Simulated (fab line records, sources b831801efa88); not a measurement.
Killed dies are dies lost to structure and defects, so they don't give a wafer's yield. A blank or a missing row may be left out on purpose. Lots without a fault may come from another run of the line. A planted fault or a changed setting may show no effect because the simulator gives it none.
Chamber matching | flow sky130 | SKY_VIA1_HDPCVD_00 on hdpcvd-01: 3 sister chambers
The step deposits SiO2, target thk 1030 nm, time 171.7 s. 3 wafers are shown with their chamber, then 8 later ones without.

WAFERS WITH THEIR CHAMBER
wafer  | chamber | susceptor_temp_C (C)
L685.1 | 0       | 400.37
L685.6 | 1       | 400.05
L687.4 | 2       | 400.22

WAFERS WITHOUT THEIR CHAMBER
wafer  | susceptor_temp_C (C)
L687.5 | 399.42
L687.6 | 399.83
L690.1 | 399.88
L690.3 | 400.19
L690.6 | 400.02
L689.4 | 399.73
L689.5 | 400.19
L689.6 | 400.18

WHICH CHAMBER EACH WENT THROUGH
wafer  | from the rows above          | in truth
L687.5 | can't be placed: 1 or 2 or 0 | 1
L687.6 | can't be placed: 1 or 2 or 0 | 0
L690.1 | can't be placed: 1 or 2 or 0 | 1
L690.3 | can't be placed: 2 or 1 or 0 | 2
L690.6 | can't be placed: 1 or 2 or 0 | 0
L689.4 | can't be placed: 1 or 2 or 0 | 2
L689.5 | can't be placed: 2 or 1 or 0 | 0
L689.6 | can't be placed: 2 or 1 or 0 | 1
Placed correctly: 0 of 8. Can't be placed from these rows: 8 (the true chamber is among the candidates in 8). Placed wrongly: 0.
How it was worked out, from the rows above alone: a wafer's distance from a chamber is the root of the sum, over the readings, of the square of ((its reading less the chamber's mean) divided by the reading's scatter). The wafer belongs to the nearest chamber; if the next one is less than 2 further off, it can't be placed. A chamber's mean is the mean of its shown wafers. The scatter: with one shown wafer a chamber, the root of the mean of the squares of how far each hidden wafer lies from its nearest shown one.
